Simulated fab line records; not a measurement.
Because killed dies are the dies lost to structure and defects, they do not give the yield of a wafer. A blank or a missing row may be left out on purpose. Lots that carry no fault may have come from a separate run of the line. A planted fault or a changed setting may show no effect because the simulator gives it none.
What tool caused it? | flow gf180mcu | 39 wafers from 13 lots sampled at 2 of the route's 602 steps

WHAT THE GAUGES SHOWED, per wafer
GF_VT_IMPLANT_TW_MEAS_10.
lot  | measured     | on            | VT_IMPLANT_TW
L564 | day 5 15:40  | film metro-03 | 566 564 561
L565 | day 5 20:29  | film metro-03 | 566 562 565
L566 | day 6 05:24  | film metro-03 | 562 564 563
L567 | day 6 09:47  | film metro-03 | 562 564 564
L568 | day 6 15:08  | film metro-01 | 569 570 567
L569 | day 6 21:40  | film metro-01 | 566 566 565
L570 | day 7 02:01  | film metro-01 | 571 572 568
L571 | day 7 08:41  | film metro-03 | 564 564 566
L572 | day 7 13:35  | film metro-02 | 571 572 573
L574 | day 8 03:03  | film metro-02 | 566 567 566
L580 | day 9 14:19  | film metro-02 | 570 569 569
L582 | day 10 04:01 | film metro-01 | 573 573 573
L585 | day 11 07:37 | film metro-01 | 573 571 572

WHAT TOOL EACH LOT RAN ON (gives the tool, then ch and the chambers of the sampled wafers, and finally the start)
lot  | GF_STI_CMP_25
L564 | cmp-01 ch 0,2,3, day 2 03:46
L565 | cmp-01 ch 0,2, day 2 08:53
L566 | cmp-01 ch 1,3, day 2 16:28
L567 | cmp-02 ch 0,2, day 2 20:20
L568 | cmp-01 ch 1,3, day 3 00:35
L569 | cmp-02 ch 0,1,3, day 3 06:32
L570 | cmp-01 ch 1,2, day 3 10:37
L571 | cmp-02 ch 1,2, day 3 16:59
L572 | cmp-01 ch 1,3, day 3 20:21
L574 | cmp-01 ch 0,1,3, day 4 07:17
L580 | cmp-01 ch 0,2,3, day 5 13:43
L582 | cmp-01 ch 0,2,3, day 6 00:15
L585 | cmp-01 ch 0,2,3, day 6 20:18
- GF_STI_CMP_25: polishes, stops on Si3N4, t overpolish 33 s, target thk 524.6 nm.

WHAT THE TOOLS THEMSELVES READ (means of the sampled wafers that have a number; where no wafer has one, the mark that the record gives instead)
GF_STI_CMP_25.
lot  | tool   | edge zone pressure frac | motor current A (A) | overpolish run s (s) | time to endpoint s (s)
L564 | cmp-01 | 1.003                   | 11.3                | 32.997               | 132
L565 | cmp-01 | 0.994                   | 12.6                | 33.000               | 132
L566 | cmp-01 | 1.006                   | 11.8                | 32.996               | 115
L567 | cmp-02 | 0.996                   | 11.8                | 33.007               | 123
L568 | cmp-01 | 0.999                   | 11.8                | 32.992               | 116
L569 | cmp-02 | 1.005                   | 12.1                | 33.004               | 123
L570 | cmp-01 | 0.994                   | 12.1                | 33.009               | 122
L571 | cmp-02 | 0.995                   | 12.0                | 33.003               | 119
L572 | cmp-01 | 0.999                   | 11.9                | 33.005               | 116
L574 | cmp-01 | 1.000                   | 12.2                | 33.009               | 120
L580 | cmp-01 | 0.999                   | 11.6                | 32.998               | 126
L582 | cmp-01 | 0.996                   | 11.6                | 32.999               | 124
L585 | cmp-01 | 1.000                   | 11.7                | 33.002               | 121

THE ANSWER, worked out from the rows above alone
Rule: usual is defined by the lots themselves. Put in order of their means at a reading, lots are off if they are a third of the lots or fewer, leave a main group of 4 or more, and stand apart from it by a gap of 3 or more times the standard deviation of the main group's means; of several such gaps the widest counts. If all means in a main group match to the digits the tables above print for the reading, that group is not used. A lot without any number at a reading at which 4 lots or more have one is off too. Any other lot the step has rows for is counted as sound. Order of review: gauges by route order, followed by the tools' own readings, for which a lot's mean as printed above is used. The first step at which some lot is off is used, and at that step the reading that is off furthest; a lot without a number counts as furthest.
No lot is off at any reading shown: from this, nothing can be told.

WHAT THE SIMULATOR HAD PUT IN
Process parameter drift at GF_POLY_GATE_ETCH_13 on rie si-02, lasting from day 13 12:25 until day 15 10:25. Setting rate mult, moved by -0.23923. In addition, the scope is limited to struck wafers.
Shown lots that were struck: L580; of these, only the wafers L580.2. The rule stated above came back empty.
